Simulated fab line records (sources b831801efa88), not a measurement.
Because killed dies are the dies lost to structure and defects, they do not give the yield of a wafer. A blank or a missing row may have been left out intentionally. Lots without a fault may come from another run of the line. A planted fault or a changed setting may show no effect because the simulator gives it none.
fab line records	flow gf180mcu
record: lots: 14	wafers: 42	last_day: 34
route steps=602 shown SAB@275 SALICIDE@284 CONTACT@299
lots untouched by any fault: they come from a run of this same line in which no faults occurred
start_h: hours from the record's opening day to when the first of the lot's shown wafers began	wait_h: hours since the lot's step before	" unchanged from the row above	L1.1+2: one row covering several wafers at once	- no value present, or no start provided	* or withheld: withheld	< > ~ a bound
route shown NAME@n: NAME is a module with steps in the file, n the number in the route of the first one	usual: mean/standard deviation taken from wafers without a fault	same: alike in all rows	chamber/n: place in a boat	sites: each site's reading	_std_site: the values' standard deviation	_edge_site: outer sites' mean less inner sites'	radius_mm: for every site, how far away it sits from the centre of the wafer	mask NAME#n: copy n	behind: the last tool/chamber to shape the wafer	hold: reason for holding the lot/hours on hold/outcome of the hold	device: the n, p or np transistor that did not switch	end of line: the same wafers' tests at the end of the route	a step given without rows: its recipe and nothing more	killed: not the wafer's yield, but the dies lost to structure and defects at the first sort	map: shows each die of a wafer: x if killed, . if not, _ if none is there
set.NAME: the setting as run; set.NAME@STEP: as run at that earlier step	model.NAME: the simulator's own value behind a step, which no gauge read
route steps across a sampled set of lots; one table per step, one row per wafer
services: when a tool's chamber went out of use (start_h, in hours from the record's first day, below 0 if earlier), for how many hours, and the reason
== steps ==
step: GF_SAB_ETCH_11
recipe: chemistry: C4F8/O2/Ar	mask_material: NOVOLAK	target: SiO2	target_depth_nm: 55	source_w: 1500	bias_w: 1200	pressure_mtorr: 40	c4f8_flow_sccm: withheld	O2_flow_sccm: 6	Ar_flow_sccm: 300	time_s: 8.5
usual: oes_product_au: 0.998/0.011
lot.wafer	tool	chamber	start_h	wait_h	oes_product_au	rf_hours_counter_h
L419.1	rie_diel-04	0	338.08	0.0	1.000	93
L419.4	"	3	"	"	0.997	8
L419.5	"	3	"	"	0.999	-
L420.1	rie_diel-03	3	352.63	0.0	1.006	24
L420.4	"	1	"	"	1.005	16
L420.5	"	1	"	"	1.002	-
L423.1	rie_diel-01	0	373.77	0.0	0.996	9
L423.5	"	3	"	"	1.011	-
L423.6	"	0	"	"	0.990	-
L425.1	rie_diel-04	1	403.34	0.0	0.989	13
L425.2	"	2	"	"	0.995	17
L425.5	"	0	"	"	0.981	-
L426.1	rie_diel-01	2	406.49	0.0	0.983	61
L426.3	"	3	"	"	1.011	6
L426.4	"	0	"	"	0.983	10
L431.1	rie_diel-03	0	445.98	0.0	0.998	32
L431.5	"	1	"	"	1.017	-
L431.6	"	0	"	"	1.013	-
L432.1	rie_diel-04	3	453.49	0.0	0.992	11
L432.4	"	1	"	"	0.990	14
L432.5	"	3	"	"	0.999	-
L433.2	rie_diel-01	3	463.29	0.0	1.012	8
L433.4	"	2	"	"	0.989	63
L433.6	"	1	"	"	1.012	-
L435.1	rie_diel-01	0	482.72	0.0	0.994	13
L435.3	"	3	"	"	1.007	8
L435.5	"	0	"	"	0.990	-
L436.1	rie_diel-04	2	488.38	0.0	0.994	19
L436.2	"	3	"	"	0.994	12
L436.4	"	1	"	"	0.986	-
L437.1	rie_diel-04	2	502.14	0.0	0.984	19
L437.3	"	0	"	"	0.986	0
L437.5	"	2	"	"	0.993	-
L439.1	rie_diel-01	3	511.72	0.0	0.997	9
L439.2	"	0	"	"	1.002	13
L439.5	"	2	"	"	0.990	-
L441.1	rie_diel-01	2	529.62	0.0	0.995	65
L441.2	"	1	"	"	0.995	25
L441.4	"	3	"	"	0.995	10
L442.2	rie_diel-01	2	531.39	0.0	0.982	65
L442.3	"	3	"	"	1.000	10
L442.4	"	0	"	"	0.997	14
step: GF_SALICIDE_RTA_06
recipe: temp_c: 530	time_s: 30	ambient: N2
usual: lamp_power_pct: 6.0/0.33	wafer_temp_C_max: 532.0/0.53
lot.wafer	tool	chamber	start_h	wait_h	lamp_power_pct	wafer_temp_C_max
L419.1	rtp_anneal-01	0	338.78	0.1	6.2	531.8
L419.4	"	0	"	"	6.2	531.8
L419.5	"	0	"	"	6.2	532.0
L420.1	rtp_anneal-01	0	353.20	0.1	6.2	531.4
L420.4	"	0	"	"	6.2	531.7
L420.5	"	0	"	"	6.2	532.0
L423.1	rtp_anneal-01	0	374.37	0.1	6.2	531.9
L423.5	"	0	"	"	6.2	531.5
L423.6	"	0	"	"	6.2	531.5
L425.1	rtp_anneal-01	0	403.91	0.1	6.2	531.4
L425.2	"	0	"	"	6.2	531.1
L425.5	"	0	"	"	6.2	531.9
L426.1	rtp_anneal-01	0	407.07	0.1	6.2	531.7
L426.3	"	0	"	"	6.2	530.9
L426.4	"	0	"	"	6.2	531.2
L431.1	rtp_anneal-01	0	446.55	0.1	6.2	532.3
L431.5	"	0	"	"	6.2	532.4
L431.6	"	0	"	"	6.2	531.6
L432.1	rtp_anneal-01	0	454.22	0.1	6.2	532.0
L432.4	"	0	"	"	6.2	531.8
L432.5	"	0	"	"	6.2	531.9
L433.2	rtp_anneal-01	0	464.03	0.1	6.2	531.9
L433.4	"	0	"	"	6.2	531.4
L433.6	"	0	"	"	6.2	531.5
L435.1	rtp_anneal-01	0	483.30	0.1	6.2	531.3
L435.3	"	0	"	"	6.2	531.4
L435.5	"	0	"	"	6.2	531.7
L436.1	rtp_anneal-02	0	488.95	0.1	5.5	532.7
L436.2	"	0	"	"	5.5	533.3
L436.4	"	0	"	"	5.5	531.9
L437.1	rtp_anneal-02	0	502.72	0.1	5.5	532.3
L437.3	"	0	"	"	5.5	532.3
L437.5	"	0	"	"	5.5	532.0
L439.1	rtp_anneal-02	0	512.30	0.1	5.5	532.6
L439.2	"	0	"	"	5.5	531.9
L439.5	"	0	"	"	5.5	532.4
L441.1	rtp_anneal-01	0	530.19	0.1	6.2	532.6
L441.2	"	0	"	"	6.2	532.1
L441.4	"	0	"	"	6.2	532.0
L442.2	rtp_anneal-02	0	531.98	0.1	5.5	533.4
L442.3	"	0	"	"	5.5	533.0
L442.4	"	0	"	"	5.5	532.4
step: GF_SALICIDE_RTA_08
recipe: temp_c: 800	time_s: 30	ambient: N2
usual: lamp_power_pct: 16.0/0.92	wafer_temp_C_max: 803.3/0.87
lot.wafer	tool	chamber	start_h	wait_h	lamp_power_pct	wafer_temp_C_max
L419.1	rtp_anneal-02	0	338.98	0.0	15.3	803.8
L419.4	"	0	"	"	15.4	803.4
L419.5	"	0	"	"	15.3	803.6
L420.1	rtp_anneal-02	0	353.40	0.0	15.4	803.7
L420.4	"	0	"	"	15.3	804.5
L420.5	"	0	"	"	15.3	804.0
L423.1	rtp_anneal-02	0	374.57	0.0	15.3	803.3
L423.5	"	0	"	"	15.4	802.5
L423.6	"	0	"	"	15.3	803.5
L425.1	rtp_anneal-02	0	404.11	0.0	15.4	803.5
L425.2	"	0	"	"	15.3	804.2
L425.5	"	0	"	"	15.3	802.7
L426.1	rtp_anneal-02	0	407.26	0.0	15.4	802.8
L426.3	"	0	"	"	15.4	802.3
L426.4	"	0	"	"	15.3	803.6
L431.1	rtp_anneal-02	0	446.74	0.0	15.4	803.7
L431.5	"	0	"	"	15.3	803.2
L431.6	"	0	"	"	15.4	803.0
L432.1	rtp_anneal-02	0	454.41	0.0	15.3	803.3
L432.4	"	0	"	"	15.4	803.5
L432.5	"	0	"	"	15.3	804.7
L433.2	rtp_anneal-02	0	464.23	0.0	15.3	802.8
L433.4	"	0	"	"	15.4	803.1
L433.6	"	0	"	"	15.4	804.3
L435.1	rtp_anneal-02	0	483.49	0.0	15.3	803.9
L435.3	"	0	"	"	15.4	805.2
L435.5	"	0	"	"	15.3	804.0
L436.1	rtp_anneal-01	0	489.14	0.0	17.3	802.9
L436.2	"	0	"	"	17.3	802.5
L436.4	"	0	"	"	17.3	801.9
L437.1	rtp_anneal-01	0	502.93	0.0	17.3	803.0
L437.3	"	0	"	"	17.3	802.3
L437.5	"	0	"	"	17.3	803.5
L439.1	rtp_anneal-01	0	512.50	0.0	17.3	802.1
L439.2	"	0	"	"	17.3	803.5
L439.5	"	0	"	"	17.3	802.7
L441.1	rtp_anneal-02	0	530.38	0.0	15.4	803.3
L441.2	"	0	"	"	15.3	803.1
L441.4	"	0	"	"	15.3	803.9
L442.2	rtp_anneal-01	0	532.17	0.0	17.3	802.2
L442.3	"	0	"	"	17.3	802.1
L442.4	"	0	"	"	17.3	801.5
step: GF_CONTACT_PEB_12
recipe: peb_temp_c: 135	peb_time_s: 90	resist: KrF
usual: chill_plate_temp_C: 22.99/0.099	exhaust_pa: 44.9/0.83	resist_line_temp_C: 23.02/0.098
lot.wafer	tool	chamber	start_h	wait_h	chill_plate_temp_C	exhaust_pa	resist_line_temp_C
L419.1	litho_track-02	0	361.29	-	22.96	45.0	23.00
L419.4	"	0	"	"	22.92	46.5	22.90
L419.5	"	0	"	"	22.87	44.2	23.05
L420.1	litho_track-04	0	376.40	-	22.95	46.1	23.09
L420.4	"	0	"	"	22.94	45.7	23.00
L420.5	"	0	"	"	22.95	45.2	22.95
L423.1	litho_track-04	0	398.60	-	22.91	44.8	23.13
L423.5	"	0	"	"	22.97	44.4	23.07
L423.6	"	0	"	"	22.90	44.3	23.02
L425.1	litho_track-02	-	427.69	-	-	-	-
L425.2	"	-	"	"	-	-	-
L425.5	"	-	"	"	-	-	-
L426.1	litho_track-03	-	431.82	-	-	-	-
L426.3	"	-	"	"	-	-	-
L426.4	"	-	"	"	-	-	-
L431.1	litho_track-02	0	471.18	-	22.99	46.5	22.94
L431.5	"	0	"	"	22.95	46.8	22.97
L431.6	"	0	"	"	22.88	46.9	22.87
L432.1	litho_track-02	0	478.88	-	22.89	45.5	22.85
L432.4	"	0	"	"	22.94	44.7	22.98
L432.5	"	0	"	"	22.89	45.3	22.88
L433.2	litho_track-02	0	488.87	-	22.80	44.6	23.20
L433.4	"	0	"	"	22.98	45.6	23.00
L433.6	"	0	"	"	22.99	44.2	23.09
L435.1	litho_track-02	0	507.13	-	22.98	45.3	22.92
L435.3	"	0	"	"	22.85	44.2	23.08
L435.5	"	0	"	"	22.96	43.9	22.88
L436.1	litho_track-04	0	512.75	-	22.94	44.3	22.84
L436.2	"	0	"	"	23.01	45.5	23.07
L436.4	"	0	"	"	22.88	44.1	22.96
L437.1	litho_track-02	0	526.63	-	23.06	45.0	22.79
L437.3	"	0	"	"	23.01	45.7	23.04
L437.5	"	0	"	"	22.86	46.6	22.90
L439.1	litho_track-03	0	535.72	-	22.87	44.5	22.77
L439.2	"	0	"	"	22.96	45.2	23.01
L439.5	"	0	"	"	23.16	44.1	22.93
L441.1	litho_track-02	0	553.48	-	22.99	43.7	23.00
L441.2	"	0	"	"	22.98	44.9	23.23
L441.4	"	0	"	"	23.04	43.9	23.09
L442.2	litho_track-02	0	555.42	-	23.01	45.2	22.97
L442.3	"	0	"	"	23.10	45.1	22.96
L442.4	"	0	"	"	23.05	45.7	22.95
== services ==
tool	chamber	start_h	hours	kind
rie_diel-04	0	315.36	8.3	repair
rtp_anneal-01	-	348.92	3.0	pm
litho_track-04	-	396.96	-	consumable_replace:filter
rie_diel-03	-	436.03	0.1	repair
rie_diel-03	2	436.84	2.1	repair
rie_diel-01	1	445.04	1.5	repair
rie_diel-04	0	480.74	-	clean
rie_diel-04	0	480.74	15.2	scheduled_down
rie_diel-04	0	480.74	15.2	vent_cycle
rie_diel-03	2	510.51	1.3	repair
rie_diel-03	-	514.98	2.8	pm
rie_diel-04	1	521.97	5.4	repair
rie_diel-03	0	545.93	6.7	repair
== key ==
first_sign: step: GF_CONTACT_PEB_12	reading: tool_record	direction: missing
effect none on later readings
met_at GF_CONTACT_PEB_12
struck_lots L425,L426
later_rows_left_out L425.1,L425.2,L425.5,L426.1,L426.3,L426.4
sort_left_out L425.1,L425.2,L425.5,L426.1,L426.3,L426.4
tester_left_out L425,L426
not_acting_at GF_SAB_ETCH_11,GF_SALICIDE_RTA_06,GF_SALICIDE_RTA_08
onset_between 361.29 427.69
fault: kind: skipped_step_whole	tool: litho_track-02,litho_track-03	chamber: -	onset_h: 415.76	steps: GF_CONTACT_PEB_12	scope: struck_lots_only
tester_left_out: of these lots the tester's yield and bins aren't shown, on N5 and GAA mostly nor the transistor test; their killed dies are dies lost to structure and defects alone, not to doping, threshold or leakage, so they don't give the yield
sort_left_out: the simulated sort isn't trusted on such a fault, so these wafers' sort isn't shown, and their yield isn't known
later_rows_left_out: the simulator's readings of these wafers behind a module that went badly wrong aren't trusted and aren't shown, but for the sort
